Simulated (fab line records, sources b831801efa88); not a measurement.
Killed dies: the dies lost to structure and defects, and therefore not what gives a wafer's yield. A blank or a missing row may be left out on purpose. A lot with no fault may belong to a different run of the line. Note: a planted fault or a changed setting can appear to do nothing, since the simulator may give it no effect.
A struck lot beside a sound one	flow sky130	14 steps out of a route of 708
Sound: these wafers, L154.2, L154.3, L154.5. Wafers L164.1, L164.3, L164.5 were the ones struck. At the end, the cause is stated.
For every step that has rows: the tool of each side, followed by ch and its chambers, followed by its first start. Under that, the readings that differ: sound wafers	struck wafers	difference of the means	sigmas: that difference in standard deviations of wafers without a fault.
alike: same words and numbers on both sides, and readings whose means sit less than 2 such deviations apart. not compared: any withheld reading, any reading some wafer has no value for, any bound like >300 that may hide the same value, and any number with overlapping values for which the record gives no deviation.
A row with sigmas, a row that says differs or no value, or rows on one side alone: a step with any of these is where the two part. Non-overlapping numbers with no deviation appear without sigmas and do not part them. A reading missing from all wafers of one side parts the sides only when that side holds two or more wafers.

first, 3 steps without rows for these wafers: SKY_VT_ADJUST_HVTR_EXPOSE_04 (exposes mask HVTRM, target cd 380 nm); SKY_VT_ADJUST_HVTR_PEB_05; SKY_VT_ADJUST_HVTR_DEVELOP_06 (develop time 60 s).
SKY_VT_ADJUST_HVTR_CD_MEAS_07: the cd target is 380 nm.
  sound: cdSem-01 at day 10 15:29; struck: cdSem-02 at day 13 15:56
  alike: cdNm
SKY_VT_ADJUST_HVTR_OVL_MEAS_08:
  sound: overlay-01 at day 10 15:35; struck: overlay-02 at day 13 16:04
  alike: VT_ADJUST_HVTR_OVL
after that, 1 step had no rows for these wafers: SKY_VT_ADJUST_HVTR_IMPLANT_09.
SKY_VT_ADJUST_HVTR_STRIP_10: strips in O2/N2.
  sound on plasmaAsher-04 ch 1, day 10 15:46; struck on plasmaAsher-01 ch 0, day 13 16:14
  alike: drypumpMotorCurrentA, oesProductAu, stripTimeToEndpointS
  not compared: rfHoursCounterH
SKY_VT_ADJUST_HVTR_TW_MEAS_11:
  sound: filmMetro-04 at day 10 15:53; struck: filmMetro-01 at day 13 16:20
  alike: VT_ADJUST_HVTR_TW
then, 4 steps without rows for these wafers: SKY_VT_ADJUST_PCH_DEHYDRATE_00 (time 60 s); SKY_VT_ADJUST_PCH_HMDS_01 (prime time 60 s); SKY_VT_ADJUST_PCH_COAT_02 (resist thk 3000 nm); SKY_VT_ADJUST_PCH_SOFTBAKE_03.
SKY_VT_ADJUST_PCH_EXPOSE_04: exposes mask NWM, target cd 840 nm.
  sound on ilineStepper-01 ch 0, day 11 03:46; struck on ilineStepper-01, day 14 05:25
  no value came back on the struck wafers for exposureDoseMJCm2, focusOffsetNm (nm), reticleTempC (C), stageVelMmS (mm/s); on the sound wafers exposureDoseMJCm2 reads 254.63 254.96 254.64
  alike: mask
after that, 1 step had no rows for these wafers: SKY_VT_ADJUST_PCH_PEB_05.

## WHERE THEY PART
Within this record, at SKY_VT_ADJUST_PCH_EXPOSE_04 only.

WHY: what the simulator had put in
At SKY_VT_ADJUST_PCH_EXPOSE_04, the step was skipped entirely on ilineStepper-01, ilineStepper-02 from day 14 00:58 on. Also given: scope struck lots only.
